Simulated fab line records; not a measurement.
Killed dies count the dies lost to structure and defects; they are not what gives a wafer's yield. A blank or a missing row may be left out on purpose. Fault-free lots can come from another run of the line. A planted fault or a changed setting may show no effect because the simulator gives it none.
A lot that was struck, set against a sound lot / flow sky130 / 14 steps out of a route of 708
Sound: the wafers L699.3, L699.5, L699.6. Wafers L691.2, L691.3, L691.5 were the ones struck. The cause comes at the end.
For every step that has rows: the tool of each side, followed by ch and its chambers, followed by its first start. Under that, the readings that differ: sound wafers / struck wafers / difference of the means / sigmas: that difference in standard deviations of wafers without a fault.
alike: same words and numbers on both sides, and readings whose means sit less than 2 such deviations apart. not compared: any withheld reading, any reading some wafer has no value for, any bound like >300 that may hide the same value, and any number with overlapping values for which the record gives no deviation.
A row with sigmas, a row that says differs or no value, or rows on one side alone: a step with any of these is where the two part. Non-overlapping numbers with no deviation appear without sigmas and do not part them. A reading that every wafer of one side lacks parts them only if that side has two wafers or more.

SKY_METAL5_SPUTTER_01: material TiN, target thk 20 nm, time 16.7 s.
  sound on pvd_sputter-01, day 47 20:35; struck on pvd_sputter-01, day 45 23:23
  alike: throttle_valve_pct
SKY_METAL5_SPUTTER_02: material AlCu, target thk 1150 nm, time 61.2 s.
  sound on pvd_sputter-01, day 47 20:37; struck on pvd_sputter-01, day 45 23:25
  alike: throttle_valve_pct
SKY_METAL5_SPUTTER_03: material Ti, target thk 5 nm, time 3.3 s.
  sound on pvd_sputter-01, day 47 20:40; struck on pvd_sputter-01, day 45 23:28
  alike: throttle_valve_pct
SKY_METAL5_SPUTTER_04: material TiN, target thk 70 nm, time 58.3 s.
  sound on pvd_sputter-01, day 47 20:41; struck on pvd_sputter-01, day 45 23:29
  alike: throttle_valve_pct
SKY_METAL5_RS_MEAS_05: the measuring method here is four-point-probe.
  sound on film_metro-02, day 47 20:46; struck on film_metro-01, day 45 23:34
  alike: METAL5_ALCU_RS
SKY_METAL5_THK_MEAS_06: measures by xrf.
  sound on film_metro-02, day 47 20:52; struck on film_metro-01, day 45 23:40
  alike: METAL5_ALCU_THK
then, 6 steps without rows for these wafers: SKY_METAL5_DEHYDRATE_07 (time 60 s); SKY_METAL5_HMDS_08 (prime time 60 s); SKY_METAL5_COAT_09 (resist thk 1800 nm); SKY_METAL5_SOFTBAKE_10 (time 60 s); SKY_METAL5_EXPOSE_11 (exposes mask MM5, target cd 1600 nm); SKY_METAL5_PEB_12.
SKY_METAL5_DEVELOP_13: develop time 60 s.
  struck on litho_track-03, day 46 20:29; sound on litho_track-01 ch 0, day 48 15:28
  no value came back on the struck wafers for chill_plate_temp_C (C), develop_time_s (s); on the sound wafers chill_plate_temp_C (C) reads 22.97 23.02 22.94
SKY_METAL5_DESCUM_14: chemistry O2, time 11 s.
  sound on rie_metal-03 ch 0,1, day 48 15:35; struck on rie_metal-03 ch 0,1, day 46 20:37
  alike: drypump_motor_current_A, he_backside_leak_sccm, oes_product_au, rf_fwd_power_W
  not compared: rf_hours_counter_h

## WHERE THEY PART
At SKY_METAL5_DEVELOP_13 and nowhere else, as far as this record goes. Later steps at which nothing parts them and some readings are alike: SKY_METAL5_DESCUM_14.

WHY: whatever the simulator had introduced
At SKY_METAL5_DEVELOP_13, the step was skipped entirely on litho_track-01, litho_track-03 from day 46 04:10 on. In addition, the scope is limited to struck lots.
